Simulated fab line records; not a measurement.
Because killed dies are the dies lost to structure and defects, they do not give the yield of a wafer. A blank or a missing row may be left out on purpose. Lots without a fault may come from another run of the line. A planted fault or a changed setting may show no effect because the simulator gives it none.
fab line records | flow sky130
record: lots: 5 | wafers: 15 | lastDay: 49
route steps=708 shown LI_CONTACT@367 LOCAL_INTERCONNECT@387 CONTACT@406 PAD_OPEN@708
lots that met no fault: from a run of the same line without faults
startH: start of the lot's first displayed wafer, in hours after the record's first day | waitH: time in hours since the lot's previous step | " unchanged from the row above | L1.1+2: a single row standing in for several wafers | - no value, or no start given | * or withheld: withheld | < > ~ a bound
route shown NAME@n: NAME is a module with steps in the file, n the number in the route of the first one | usual: mean and standard deviation over wafers with no fault | same: alike in all rows | chamber/n: place in a boat | sites: the reading at each site | _std_site: the standard deviation of these | _edge_site: outer sites' mean less inner sites' | radiusMm: for every site, how far away it sits from the centre of the wafer | mask NAME#n: copy n | behind: the last tool/chamber to shape the wafer | hold: why the lot went on hold/how many hours it stayed there/how the hold came to an end | device: the n, p or np transistor that did not switch | end of line: tests run on the same wafers once the route is complete | a step with no rows: only its recipe | killed: dies lost to structure and defects at the first sort, not the wafer's yield | map: per-die view of a wafer (x killed, . not killed, _ where there is no die)
set.NAME: the setting as run; set.NAME@STEP: as run at that earlier step | model.NAME: the simulator's own value behind a step, which no gauge read
lots at selected steps of the route; one table per step, one row per wafer
services: the hour from which a tool's chamber was out of use, counted from the record's first day as startH (under 0 if before that day), plus the number of hours and why
== steps ==
step: SKY_LI_CONTACT_HMDS_05
recipe: primeTimeS: 60 | primeTempC: 120
step: SKY_LI_CONTACT_COAT_06
recipe: resist: BARC | tempC: withheld | timeS: withheld | spinRpm: 3000 | resistThkNm: 60
step: SKY_LI_CONTACT_COAT_07
recipe: resist: KrF-thick | spinRpm: 3000 | resistThkNm: 450
step: SKY_LI_CONTACT_SOFTBAKE_08
recipe: tempC: 100 | timeS: 90 | resist: KrF-thick
step: SKY_LI_CONTACT_EXPOSE_09
recipe: maskId: LICM1 | na: 0.8 | sourceShape: annular | sigmaInner: 0.55 | sigmaOuter: 0.85 | targetCdNm: 170 | doseMj: 38
step: SKY_LI_CONTACT_PEB_10
recipe: pebTempC: withheld | pebTimeS: withheld | resist: KrF-thick
step: SKY_LI_CONTACT_DEVELOP_11
recipe: developTimeS: 60 | resist: KrF-thick | devTempC: 21
step: SKY_LI_CONTACT_CD_MEAS_12
recipe: targetCdNm: 170
usual: cdNm: 169.8/1.7
lot.wafer | tool     | chamber | startH | waitH | cdNm
L533.1    | cdSem-02 | -       | 713.91 | -     | 171.1
L533.2    | "        | -       | "      | "     | 170.0
L533.6    | "        | -       | "      | "     | 171.7
L535.2    | cdSem-01 | -       | 724.43 | -     | 167.3
L535.4    | "        | -       | "      | "     | 167.9
L535.6    | "        | -       | "      | "     | 168.6
L536.1    | cdSem-02 | -       | 730.95 | -     | 168.9
L536.5    | "        | -       | "      | "     | 167.5
L536.6    | "        | -       | "      | "     | 168.5
L538.2    | cdSem-01 | -       | 755.15 | -     | 170.7
L538.3    | "        | -       | "      | "     | 172.2
L538.6    | "        | -       | "      | "     | 170.9
L546.2    | cdSem-01 | -       | 807.10 | -     | 171.4
L546.3    | "        | -       | "      | "     | 172.0
L546.5    | "        | -       | "      | "     | 170.6
step: SKY_LI_CONTACT_OVL_MEAS_13
usual: LI_CONTACT_OVL: 2/5.6
lot.wafer | tool       | chamber | startH | waitH | LI_CONTACT_OVL[nm]
L533.1    | overlay-02 | -       | 714.03 | 0.1   | -7
L533.2    | "          | -       | "      | "     | -3
L533.6    | "          | -       | "      | "     | 1
L535.2    | overlay-01 | -       | 724.54 | 0.1   | 0
L535.4    | "          | -       | "      | "     | 3
L535.6    | "          | -       | "      | "     | 1
L536.1    | overlay-02 | -       | 731.07 | 0.1   | 6
L536.5    | "          | -       | "      | "     | -1
L536.6    | "          | -       | "      | "     | -3
L538.2    | overlay-02 | -       | 755.26 | 0.1   | 6
L538.3    | "          | -       | "      | "     | 8
L538.6    | "          | -       | "      | "     | 3
L546.2    | overlay-01 | -       | 807.21 | 0.1   | -4
L546.3    | "          | -       | "      | "     | 4
L546.5    | "          | -       | "      | "     | 1
step: SKY_LI_CONTACT_ETCH_14
recipe: chemistry: N2/H2 | target: BARC | ionEnergyEv: 200 | sourceW: 500 | biasW: 100 | pressureMtorr: 30 | n2FlowSccm: 100 | h2FlowSccm: 200 | stopOn: SiO2 | timeS: 44.54 | targetDepthA: 600
step: SKY_LI_CONTACT_ETCH_15
recipe: target: PSG | chemistry: C4F8/O2/Ar | stopOn: Si | taperDeg: 4.15 | maskMaterial: KrF-thick | sourceW: 1500 | biasW: 1200 | pressureMtorr: 40 | c4f8FlowSccm: withheld | O2_flow_sccm: 6 | Ar_flow_sccm: 300 | timeS: withheld | targetDepthA: 6000
usual: oesProductAu: 0.837/0.0045
lot.wafer | tool       | chamber | startH | waitH | oesProductAu
L533.1    | rieDiel-04 | 0       | 714.11 | 0.0   | 0.836
L533.2    | "          | 1       | "      | "     | 0.838
L533.6    | "          | 0       | "      | "     | 0.838
L535.2    | rieDiel-01 | 1       | 724.61 | 0.0   | 0.832
L535.4    | "          | 0       | "      | "     | 0.829
L535.6    | "          | 1       | "      | "     | 0.835
L536.1    | rieDiel-04 | 2       | 731.15 | 0.0   | 0.832
L536.5    | "          | 2       | "      | "     | 0.835
L536.6    | "          | 1       | "      | "     | 0.843
L538.2    | rieDiel-03 | 3       | 755.33 | 0.0   | 0.840
L538.3    | "          | 0       | "      | "     | 0.836
L538.6    | "          | 0       | "      | "     | 0.835
L546.2    | rieDiel-04 | 2       | 807.28 | 0.0   | 0.843
L546.3    | "          | 1       | "      | "     | 0.838
L546.5    | "          | 0       | "      | "     | 0.835
step: SKY_LI_CONTACT_STRIP_16
recipe: chemistry: O2/N2 | powerW: 1400 | pressureMtorr: 1500 | platenTempC: withheld | o2FlowSccm: 3000 | n2FlowSccm: 300 | overashFraction: 0.5
step: SKY_LI_CONTACT_CLEAN_17
recipe: chemistry: NMP | timeS: 600 | tempC: 60 | dry: n2Spin
lot.wafer  | tool        | chamber | startH | waitH
L533.1+2+6 | wetBench-01 | 3       | 714.29 | 0.1
L535.2+4+6 | wetBench-03 | 2       | 724.79 | 0.1
L536.1+5+6 | wetBench-01 | 0       | 731.33 | 0.1
L538.2+3+6 | wetBench-02 | 0       | 755.51 | 0.1
L546.2+3+5 | wetBench-03 | 1       | 807.46 | 0.1
step: SKY_LI_CONTACT_PRE_CLEAN_18
recipe: gas: Ar | timeS: 5.6 | biasV: 358
step: SKY_LI_CONTACT_SPUTTER_19
recipe: material: Ti | targetThkNm: 20 | chamberPressurePa: 5 | powerW: 2500 | substrateTempC: 200 | timeS: 106.37
step: SKY_LI_CONTACT_SPUTTER_20
recipe: material: TiN | targetThkNm: 20 | chamberPressurePa: 5 | powerW: 4000 | timeS: 80
usual: throttleValvePct: 29.8/1
lot.wafer | tool          | chamber | startH | waitH | throttleValvePct
L533.1    | pvdSputter-02 | -       | 714.56 | 0.0   | 29.9
L533.2    | "             | -       | "      | "     | 29.5
L533.6    | "             | -       | "      | "     | 29.8
L535.2    | pvdSputter-02 | -       | 725.07 | 0.0   | 29.3
L535.4    | "             | -       | "      | "     | 29.5
L535.6    | "             | -       | "      | "     | 29.7
L536.1    | pvdSputter-02 | -       | 731.60 | 0.0   | 29.7
L536.5    | "             | -       | "      | "     | 29.7
L536.6    | "             | -       | "      | "     | 28.9
L538.2    | pvdSputter-02 | -       | 755.78 | 0.0   | 29.1
L538.3    | "             | -       | "      | "     | 29.7
L538.6    | "             | -       | "      | "     | 30.1
L546.2    | pvdSputter-02 | -       | 807.73 | 0.0   | 29.7
L546.3    | "             | -       | "      | "     | 29.0
L546.5    | "             | -       | "      | "     | 29.6
step: SKY_LI_CONTACT_CVD_21
recipe: material: W | targetThkNm: 400 | timeS: 120.56 | tempC: 400 | pressureTorr: 40
step: SKY_LI_CONTACT_RS_MEAS_22
recipe: thkMeasGauge: four-point-probe | reads: W_of_LI_CONTACT_CVD_21+TiN_of_LI_CONTACT_SPUTTER_20+Ti_of_LI_CONTACT_SPUTTER_19
usual: LI_CONTACT_W_RS: 0.285/0.0031
lot.wafer | tool         | chamber | startH | waitH | LI_CONTACT_W_RS[ohm/sq]
L533.1    | filmMetro-01 | -       | 714.75 | 0.1   | 0.284
L533.2    | "            | -       | "      | "     | 0.278
L533.6    | "            | -       | "      | "     | 0.286
L535.2    | filmMetro-03 | -       | 725.27 | 0.1   | 0.286
L535.4    | "            | -       | "      | "     | 0.282
L535.6    | "            | -       | "      | "     | 0.286
L536.1    | filmMetro-03 | -       | 731.79 | 0.1   | 0.285
L536.5    | "            | -       | "      | "     | 0.283
L536.6    | "            | -       | "      | "     | 0.288
L538.2    | filmMetro-03 | -       | 755.99 | 0.1   | 0.287
L538.3    | "            | -       | "      | "     | 0.287
L538.6    | "            | -       | "      | "     | 0.285
L546.2    | filmMetro-02 | -       | 807.94 | 0.1   | 0.293
L546.3    | "            | -       | "      | "     | 0.291
L546.5    | "            | -       | "      | "     | 0.291
step: SKY_LI_CONTACT_THK_MEAS_23
recipe: thkMeasGauge: xrf | reads: W_of_LI_CONTACT_CVD_21
usual: LI_CONTACT_W_THK: 386/4.8
lot.wafer | tool         | chamber | startH | waitH | LI_CONTACT_W_THK[nm]
L533.1    | filmMetro-01 | -       | 714.87 | 0.1   | 386
L533.2    | "            | -       | "      | "     | 394
L533.6    | "            | -       | "      | "     | 381
L535.2    | filmMetro-03 | -       | 725.38 | 0.1   | 386
L535.4    | "            | -       | "      | "     | 393
L535.6    | "            | -       | "      | "     | 387
L536.1    | filmMetro-03 | -       | 731.91 | 0.1   | 384
L536.5    | "            | -       | "      | "     | 388
L536.6    | "            | -       | "      | "     | 382
L538.2    | filmMetro-03 | -       | 756.10 | 0.1   | 385
L538.3    | "            | -       | "      | "     | 387
L538.6    | "            | -       | "      | "     | 391
L546.2    | filmMetro-02 | -       | 808.05 | 0.1   | 373
L546.3    | "            | -       | "      | "     | 378
L546.5    | "            | -       | "      | "     | 380
step: SKY_LI_CONTACT_CMP_24
recipe: stopOn: PSG | tOverpolishS: 20 | downForcePsi: 3.5 | platenRpm: 60 | targetThkNm: 0 | padVelocityMS: 0.94248
usual: edgeZonePressureFrac: 1.000/0.0051 | motorCurrentA: 10.8/1.7 | overpolishRunS: 19.999/0.0089 | slurryFilterDpKPa: 13.49/0.15 | timeToEndpointS: 98/4.6
lot.wafer | tool   | chamber | startH | waitH | edgeZonePressureFrac | motorCurrentA | overpolishRunS | slurryFilterDpKPa | timeToEndpointS
L533.2    | cmp-02 | 3       | 714.98 | 0.1   | 1.002                | 9.8           | 19.996         | 13.47             | 103
L533.1    | "      | 1       | "      | "     | 0.994                | 13.2          | 19.999         | 13.46             | 95
L533.6    | "      | 3       | "      | "     | 1.007                | 9.5           | 19.986         | 13.50             | 96
L535.4    | cmp-02 | 2       | 725.43 | 0.0   | 1.006                | 9.8           | 19.996         | 13.41             | 93
L535.2    | "      | 0       | "      | "     | 0.990                | 13.1          | 20.007         | 13.57             | 95
L535.6    | "      | 2       | "      | "     | 1.005                | 9.7           | 20.009         | 13.32             | 89
L536.1    | cmp-02 | 1       | 732.12 | 0.2   | 0.996                | 13.5          | 19.992         | 13.68             | 90
L536.5    | "      | 2       | "      | "     | 0.997                | 9.9           | 20.000         | 13.46             | 91
L536.6    | "      | 3       | "      | "     | 0.999                | 9.6           | 20.005         | 13.45             | 94
L538.2    | cmp-02 | 3       | 756.40 | 0.3   | 0.998                | 9.5           | 19.996         | 13.30             | 97
L538.3    | "      | 0       | "      | "     | 0.996                | 13.2          | 20.005         | 13.49             | 93
L538.6    | "      | 3       | "      | "     | 1.003                | 9.6           | 19.997         | 13.48             | 100
L546.2    | cmp-01 | 2       | 808.10 | 0.0   | 1.002                | 8.9           | 20.007         | 13.39             | 94
L546.3    | "      | 0       | "      | "     | 1.000                | 11.6          | 20.002         | 13.36             | 97
L546.5    | "      | 2       | "      | "     | 0.998                | 9.2           | 19.984         | 13.51             | 96
step: SKY_LOCAL_INTERCONNECT_SPUTTER_00
recipe: material: TiN | targetThkNm: 100 | tempC: 300 | powerW: 6500 | timeS: 83.3 | chamberPressurePa: 0.4
usual: substrateTempC: 300.02/0.18 | throttleValvePct: 30.1/1.1
lot.wafer | tool          | chamber | startH | waitH | substrateTempC | throttleValvePct
L533.1    | pvdSputter-04 | -       | 715.23 | 0.1   | 300.16         | 32.2
L533.2    | "             | -       | "      | "     | 300.17         | 31.2
L533.6    | "             | -       | "      | "     | 300.22         | 28.9
L535.2    | pvdSputter-01 | -       | 725.73 | 0.1   | 300.21         | 28.9
L535.4    | "             | -       | "      | "     | 299.82         | 30.7
L535.6    | "             | -       | "      | "     | 299.91         | 30.4
L536.1    | pvdSputter-04 | -       | 732.27 | 0.1   | 299.67         | 32.2
L536.5    | "             | -       | "      | "     | 300.16         | 28.7
L536.6    | "             | -       | "      | "     | 300.04         | 32.3
L538.2    | pvdSputter-02 | -       | 756.70 | 0.2   | 300.12         | 29.7
L538.3    | "             | -       | "      | "     | 300.12         | 29.3
L538.6    | "             | -       | "      | "     | 300.09         | 29.8
L546.2    | pvdSputter-01 | -       | 808.40 | 0.2   | 299.94         | 30.3
L546.3    | "             | -       | "      | "     | 300.12         | 28.6
L546.5    | "             | -       | "      | "     | 299.95         | 30.5
step: SKY_LOCAL_INTERCONNECT_RS_MEAS_01
recipe: thkMeasGauge: four-point-probe | reads: TiN_of_LOCAL_INTERCONNECT_SPUTTER_00
usual: LOCAL_INTERCONNECT_TIN_RS: 14.06/0.17
lot.wafer | tool         | chamber | startH | waitH | LOCAL_INTERCONNECT_TIN_RS[ohm/sq]
L533.1    | filmMetro-01 | -       | 715.29 | 0.0   | 13.88
L533.2    | "            | -       | "      | "     | 13.77
L533.6    | "            | -       | "      | "     | 13.78
L535.2    | filmMetro-04 | -       | 725.81 | 0.1   | 14.03
L535.4    | "            | -       | "      | "     | 14.05
L535.6    | "            | -       | "      | "     | 14.24
L536.1    | filmMetro-04 | -       | 732.33 | 0.0   | 14.08
L536.5    | "            | -       | "      | "     | 13.88
L536.6    | "            | -       | "      | "     | 14.07
L538.2    | filmMetro-03 | -       | 756.78 | 0.1   | 13.97
L538.3    | "            | -       | "      | "     | 14.15
L538.6    | "            | -       | "      | "     | 14.00
L546.2    | filmMetro-04 | -       | 808.48 | 0.1   | 14.16
L546.3    | "            | -       | "      | "     | 14.08
L546.5    | "            | -       | "      | "     | 14.12
step: SKY_LOCAL_INTERCONNECT_THK_MEAS_02
recipe: thkMeasGauge: xrf | reads: TiN_of_LOCAL_INTERCONNECT_SPUTTER_00
usual: LOCAL_INTERCONNECT_TIN_THK: 101.7/1.2
lot.wafer | tool         | chamber | startH | waitH | LOCAL_INTERCONNECT_TIN_THK[nm]
L533.1    | filmMetro-01 | -       | 715.41 | 0.1   | 102.3
L533.2    | "            | -       | "      | "     | 103.5
L533.6    | "            | -       | "      | "     | 103.4
L535.2    | filmMetro-04 | -       | 725.92 | 0.1   | 102.5
L535.4    | "            | -       | "      | "     | 103.0
L535.6    | "            | -       | "      | "     | 100.7
L536.1    | filmMetro-04 | -       | 732.45 | 0.1   | 102.5
L536.5    | "            | -       | "      | "     | 103.4
L536.6    | "            | -       | "      | "     | 102.4
L538.2    | filmMetro-03 | -       | 756.89 | 0.1   | 101.8
L538.3    | "            | -       | "      | "     | 100.7
L538.6    | "            | -       | "      | "     | 101.9
L546.2    | filmMetro-04 | -       | 808.59 | 0.1   | 101.3
L546.3    | "            | -       | "      | "     | 102.2
L546.5    | "            | -       | "      | "     | 101.8
step: SKY_LOCAL_INTERCONNECT_DEHYDRATE_03
recipe: tempC: 200 | timeS: 60
step: SKY_LOCAL_INTERCONNECT_HMDS_04
recipe: primeTimeS: 60 | primeTempC: 120
step: SKY_LOCAL_INTERCONNECT_COAT_05
recipe: resist: BARC | tempC: withheld | timeS: withheld | spinRpm: 3000 | resistThkNm: 60
step: SKY_LOCAL_INTERCONNECT_COAT_06
recipe: resist: KrF-thick | spinRpm: 3000 | resistThkNm: 450
step: SKY_LOCAL_INTERCONNECT_SOFTBAKE_07
recipe: tempC: 100 | timeS: 90 | resist: KrF-thick
step: SKY_LOCAL_INTERCONNECT_EXPOSE_08
recipe: maskId: LI1M | na: 0.8 | sourceShape: annular | sigmaInner: 0.55 | sigmaOuter: 0.85 | targetCdNm: 170 | doseMj: 28
step: SKY_LOCAL_INTERCONNECT_PEB_09
recipe: pebTempC: withheld | pebTimeS: withheld | resist: KrF-thick
step: SKY_LOCAL_INTERCONNECT_DEVELOP_10
recipe: developTimeS: 60 | resist: KrF-thick | devTempC: 21
step: SKY_LOCAL_INTERCONNECT_CD_MEAS_11
recipe: targetCdNm: 170
usual: cdNm: 169.9/1.4
lot.wafer | tool     | chamber | startH | waitH | cdNm
L533.1    | cdSem-01 | -       | 742.63 | -     | 169.9
L533.2    | "        | -       | "      | "     | 171.0
L533.6    | "        | -       | "      | "     | 170.1
L535.2    | cdSem-01 | -       | 753.67 | -     | 172.5
L535.4    | "        | -       | "      | "     | 170.5
L535.6    | "        | -       | "      | "     | 171.9
L536.1    | cdSem-01 | -       | 759.38 | -     | 172.3
L536.5    | "        | -       | "      | "     | 170.4
L536.6    | "        | -       | "      | "     | 171.4
L538.2    | cdSem-02 | -       | 783.65 | -     | 171.2
L538.3    | "        | -       | "      | "     | 172.2
L538.6    | "        | -       | "      | "     | 171.1
L546.2    | cdSem-02 | -       | 835.45 | -     | 170.7
L546.3    | "        | -       | "      | "     | 171.9
L546.5    | "        | -       | "      | "     | 172.3
step: SKY_LOCAL_INTERCONNECT_OVL_MEAS_12
usual: LOCAL_INTERCONNECT_OVL: 2/7.3
lot.wafer | tool       | chamber | startH | waitH | LOCAL_INTERCONNECT_OVL[nm]
L533.1    | overlay-02 | -       | 742.75 | 0.1   | 0
L533.2    | "          | -       | "      | "     | 0
L533.6    | "          | -       | "      | "     | -8
L535.2    | overlay-02 | -       | 753.77 | 0.1   | 0
L535.4    | "          | -       | "      | "     | 0
L535.6    | "          | -       | "      | "     | -2
L536.1    | overlay-02 | -       | 759.50 | 0.1   | -11
L536.5    | "          | -       | "      | "     | -8
L536.6    | "          | -       | "      | "     | -9
L538.2    | overlay-02 | -       | 783.76 | 0.1   | 1
L538.3    | "          | -       | "      | "     | 3
L538.6    | "          | -       | "      | "     | 6
L546.2    | overlay-02 | -       | 835.56 | 0.1   | 5
L546.3    | "          | -       | "      | "     | 15
L546.5    | "          | -       | "      | "     | 9
step: SKY_LOCAL_INTERCONNECT_ETCH_13
recipe: chemistry: N2/H2 | target: BARC | ionEnergyEv: 204.9 | biasW: 100 | pressureMtorr: 30 | n2FlowSccm: 100 | h2FlowSccm: 200 | icpW: 500 | stopOn: SiO2 | timeS: 45.9 | targetDepthA: 600
step: SKY_LOCAL_INTERCONNECT_METAL_ETCH_14
recipe: targetDepthNm: 110 | stopOn: PSG | chemistry: Cl2/BCl3 | target: TiN | resistSidewallDeg: 88 | pressureMtorr: 10 | icpW: 900 | biasW: 48.5 | Cl2_flow_sccm: 60 | bcl3FlowSccm: 30 | timeS: 31.4
step: SKY_LOCAL_INTERCONNECT_STRIP_15
recipe: chemistry: O2/N2 | powerW: 1400 | pressureMtorr: 1500 | platenTempC: withheld | o2FlowSccm: 3000 | n2FlowSccm: 300 | overashFraction: 0.5
step: SKY_LOCAL_INTERCONNECT_STRIP_16
recipe: chemistry: postEtchResidueRemover | timeS: 1200 | tempC: 72.5
step: SKY_LOCAL_INTERCONNECT_CLEAN_17
recipe: chemistry: IPA | timeS: 180 | tempC: 25
step: SKY_LOCAL_INTERCONNECT_CLEAN_18
recipe: chemistry: O3/DIW | dry: n2Spin
step: SKY_CONTACT_CVD_00
recipe: material: Si3N4 | targetThkNm: 75 | tempC: 400 | timeS: withheld | rfW: 450
usual: heaterPowerW: 718/76
lot.wafer | tool     | chamber | startH | waitH | heaterPowerW
L533.1    | pecvd-01 | 2       | 743.55 | 0.0   | 707
L533.2    | "        | 1       | "      | "     | 840
L533.6    | "        | 0       | "      | "     | 668
L535.2    | pecvd-04 | 1       | 754.62 | 0.0   | 638
L535.4    | "        | 2       | "      | "     | 771
L535.6    | "        | 0       | "      | "     | 646
L536.1    | pecvd-04 | 2       | 760.24 | 0.0   | 678
L536.5    | "        | 0       | "      | "     | 754
L536.6    | "        | 1       | "      | "     | 688
L538.2    | pecvd-04 | 1       | 784.52 | 0.0   | 669
L538.3    | "        | 1       | "      | "     | 658
L538.6    | "        | 0       | "      | "     | 706
L546.2    | pecvd-01 | 1       | 836.29 | 0.0   | 801
L546.3    | "        | 2       | "      | "     | 786
L546.5    | "        | 1       | "      | "     | 797
step: SKY_CONTACT_THK_MEAS_01
recipe: reads: Si3N4_of_CONTACT_CVD_00
usual: CONTACT_CVD_00_THK: 75.3/1
lot.wafer | tool         | chamber | startH | waitH | CONTACT_CVD_00_THK[nm]
L533.1    | filmMetro-01 | -       | 743.58 | -     | 73.8
L533.2    | "            | -       | "      | "     | 74.8
L533.6    | "            | -       | "      | "     | 75.0
L535.2    | filmMetro-04 | -       | 754.67 | -     | 74.6
L535.4    | "            | -       | "      | "     | 76.1
L535.6    | "            | -       | "      | "     | 75.0
L536.1    | filmMetro-04 | -       | 760.28 | -     | 74.1
L536.5    | "            | -       | "      | "     | 75.2
L536.6    | "            | -       | "      | "     | 76.0
L538.2    | filmMetro-02 | -       | 784.58 | -     | 74.3
L538.3    | "            | -       | "      | "     | 75.7
L538.6    | "            | -       | "      | "     | 75.6
L546.2    | filmMetro-01 | -       | 836.34 | -     | 74.5
L546.3    | "            | -       | "      | "     | 74.6
L546.5    | "            | -       | "      | "     | 76.2
step: SKY_CONTACT_HDPCVD_02
recipe: material: SiO2 | targetThkNm: 565 | sigmaOpenFrac: 0.3 | timeS: 94.2 | tempC: 600 | sih4FlowSccm: 60 | pressureMtorr: 6
step: SKY_PAD_OPEN_PROBE_99
usual: killed_at_M0_to_M3: 44/6.3 | killed_at_M4_up: 3.1/1.8 | killedAtContacts: 25/5.1 | killedAtFrontEnd: 15/4.1 | killedAtOther: 0.3/0.71 | killedDies: 87/8.8 | killedOnRim: 17/3.7 | killedOpen: 47/6.8 | killedShort: 40/6.7
same: grossDies: 492 | killedAtBackSide: 0
lot.wafer | tool      | chamber | startH  | waitH | killed_at_M0_to_M3 | killed_at_M4_up | killedAtContacts | killedAtFrontEnd | killedAtOther | killedDies | killedOnRim | killedOpen | killedShort
L546.2    | prober-02 | -       | 1172.00 | 0.1   | 34                 | 2               | 59               | 6                | 0             | 101        | 27          | 28         | 31
L546.3    | prober-02 | -       | 1172.05 | 0.2   | 36                 | 2               | 60               | 14               | 0             | 112        | 27          | 44         | 27
L546.5    | prober-02 | -       | 1172.15 | 0.2   | 44                 | 0               | 62               | 7                | 1             | 114        | 30          | 37         | 35
killed by level:class
L546.2 LI_CONTACT:unspecified=42 VIA1:geometricParticle:open=8 METAL2:geometricParticle:short=6 CONTACT:geometricParticle:open=5 VIA3:geometricParticle:open=5 CONTACT:geometricParticle:short=4 LI_CONTACT:geometricParticle:short=4 LI_CONTACT:geometricParticle:open=4
L546.3 LI_CONTACT:unspecified=41 VIA1:geometricParticle:open=14 CONTACT:geometricParticle:open=7 POLY_GATE:geometricParticle:open=6 VIA2:geometricParticle:open=6 LI_CONTACT:geometricParticle:open=4 CONTACT:geometricParticle:short=4 POLY_GATE:geometricParticle:short=3
L546.5 LI_CONTACT:unspecified=42 VIA2:geometricParticle:open=10 VIA1:geometricParticle:open=7 METAL2:geometricParticle:short=6 LI_CONTACT:geometricParticle:open=6 CONTACT:geometricParticle:open=6 VIA1:geometricParticle:short=5 POLY_GATE:geometricParticle:short=4
map L546.5 (x killed, . not)
__________.x....x..x_________
________..x.x........._______
______.x...x.........x.._____
_____x.....xx..........x.____
____..x.x.............x..x___
___.xx..............x.....x__
__.xx.............xx..x....._
_.x....x.....x.......x.xx....
_...x.......x....xx.x........
_xxxxx......x.xx.............
_xxxxxxx..............x....x.
_xxxxxxx........x............
_xxxxxx....x.................
_xxxxxxxx.....x....xx........
_xxxxxx......x.........xxx..x
__xxx.x....................._
___..x..x..x.x..x..x....x.x__
____...x..x.......x.......___
_____..................x.____
______x......xx.....xx.x_____
________.............x_______
__________x........._________
map L535.6 (x killed, . not)
__________..x.xx...._________
________.....x..x..x.._______
______.....xx.........x._____
_____x..x........x.xx...x____
____.....x...x.x...x......___
___x........xx...x...x.....__
__..x.x.x.....xx..x...x....x_
_xx...x.......x.........x....
_...x..xx.....xx.......x.....
_........x......x............
_..x..........x.x..x..x.xx.xx
_...x....x.......xx..xx......
_.x.....x..x....x...x.....x..
_.......x.............x.....x
_....xx...x..................
__.x...xx....x.x.x..x......._
___.x.xx.x.....x..x..x.x...__
____...x.x.x..x...........___
_____........x..x..x....x____
______.....x...xx......._____
________...........x.._______
__________.........._________
== services ==
tool          | chamber | startH | hours | kind
rieDiel-01    | 2       | 699.93 | 15.7  | repair
rieDiel-04    | 0       | 701.29 | 4.8   | repair
rieDiel-03    | 0       | 706.05 | 3.6   | repair
cmp-02        | -       | 711.35 | 2.6   | repair
cmp-02        | -       | 718.48 | 0.4   | repair
wetBench-02   | -       | 731.32 | 0.9   | repair
rieDiel-03    | 0       | 732.20 | 8.2   | repair
cmp-02        | -       | 744.07 | 4.0   | pm
pecvd-04      | -       | 745.05 | 0.7   | repair
cmp-01        | -       | 751.92 | 8.0   | pm
wetBench-03   | -       | 754.72 | 1.6   | repair
cmp-02        | -       | 763.85 | 6.0   | pm
cmp-02        | -       | 784.18 | 2.1   | repair
pecvd-01      | -       | 787.94 | 14.6  | pm
cmp-02        | -       | 793.63 | 0.2   | repair
pvdSputter-04 | -       | 795.92 | 4.5   | repair
pecvd-04      | 0       | 804.92 | 10.5  | repair
pecvd-01      | 0       | 808.34 | 5.5   | repair
pecvd-01      | 2       | 809.15 | 4.6   | repair
cmp-02        | -       | 811.31 | 5.6   | pm
pecvd-04      | -       | 813.76 | 14.6  | pm
pecvd-01      | -       | 820.02 | 3.2   | repair
pvdSputter-02 | -       | 820.10 | 6.1   | repair
rieDiel-04    | 1       | 835.57 | 3.0   | repair
== key ==
firstSign: step: SKY_PAD_OPEN_PROBE_99 | reading: killedAtContacts | direction: up | sigmas: 7 | usual: 25 | struck: 60
effect: step: SKY_PAD_OPEN_PROBE_99 | reading: killedDies | direction: up | sigmas: 2.5 | usual: 87 | struck: 109
metAt SKY_LI_CONTACT_CLEAN_17
struckWafers L546.2,L546.3,L546.5
testerLeftOut L546
alsoFits time
fault: kind: chamberParticleSource | tool: wetBench-03 | chamber: 1 | onsetH: 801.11 | steps: SKY_LI_CONTACT_CLEAN_17 | ratePerVisitCm2: 1.361 | endH: 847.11
testerLeftOut: of these lots the tester's yield and bins aren't shown, on N5 and GAA mostly nor the transistor test; their killed dies are dies lost to structure and defects alone, not to doping, threshold or leakage, so they don't give the yield
